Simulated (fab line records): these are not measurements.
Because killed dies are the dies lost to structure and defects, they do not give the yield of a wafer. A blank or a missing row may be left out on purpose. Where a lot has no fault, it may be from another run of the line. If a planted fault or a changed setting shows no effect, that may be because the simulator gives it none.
Which of the tools did it?	flow gf180mcu	Sampling: 6 lots, 18 wafers, 3 of 602 route steps

## WHAT EACH GAUGE READ, for each wafer
GF_MIM_THK_MEAS_06.
lot	measured	on	MIM_CVD_05_THK (nm)
L680	day 26 05:41	film-metro-01	42.0 41.1 42.0
L682	day 27 04:41	film-metro-03	41.8 41.7 42.3
L684	day 27 23:45	film-metro-01	41.1 42.0 41.4
L692	day 30 16:09	film-metro-01	41.5 47.3 41.9
L695	day 30 21:15	film-metro-04	41.4 42.0 42.1
L698	day 31 15:50	film-metro-01	42.1 41.8 42.6

## WHAT TOOL EACH LOT RAN ON (gives the tool, then ch and the chambers of the sampled wafers, and finally the start)
lot	GF_MIM_SPUTTER_04	GF_MIM_CVD_05
L680	pvd-sputter-01, day 26 05:35	pecvd-02 ch 0,1,2, day 26 05:38
L682	pvd-sputter-01, day 27 04:37	pecvd-04 ch 0,2, day 27 04:39
L684	pvd-sputter-01, day 27 23:40	pecvd-02 ch 1,2, day 27 23:43
L692	pvd-sputter-03, day 30 16:04	pecvd-04 ch 0,1,2, day 30 16:06
L695	pvd-sputter-03, day 30 21:10	pecvd-02 ch 0,2, day 30 21:13
L698	pvd-sputter-02, day 31 15:46	pecvd-02 ch 0,1, day 31 15:49
- GF_MIM_SPUTTER_04: material TiN, target thk 50 nm, time 41.7 s.
- GF_MIM_CVD_05: deposits Si3N4, target thk 42 nm, time 29.086 s.

## THE ANSWER, worked out from the rows above alone
Rule: the lots themselves supply what counts as usual. The widest of any qualifying gaps counts: lots, ordered by their means at a reading, are off when they make up no more than a third of the lots, leave a main group of 4 or more, and stand apart from it by 3 or more times the standard deviation of that group's means. A main group whose means are all the same, to the digits that the tables above print for the reading, isn't used. Also off: a lot with no number at a reading for which 4 or more lots have one. The other lots that the step has rows for count as sound.
Off: at GF_MIM_THK_MEAS_06 (MIM_CVD_05_THK), L692. Main group: mean 41.8 nm, sd 0.22.
A tool fits if, at a process step before that reading, it ran every lot that is off, and no sound lot after the first of them. The gauges at GF_MIM_THK_MEAS_06 are tried like those tools. One fits: pecvd-04 at GF_MIM_CVD_05. Its last sound lot is L682 (day 27 04:39), its first lot that is off L692 (day 30 16:06): a fault that began between those two fits.

## WHAT WAS PUT IN BY THE SIMULATOR
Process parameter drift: pecvd-04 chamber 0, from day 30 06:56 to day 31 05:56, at GF_MIM_CVD_05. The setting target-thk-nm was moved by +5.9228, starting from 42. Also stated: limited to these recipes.
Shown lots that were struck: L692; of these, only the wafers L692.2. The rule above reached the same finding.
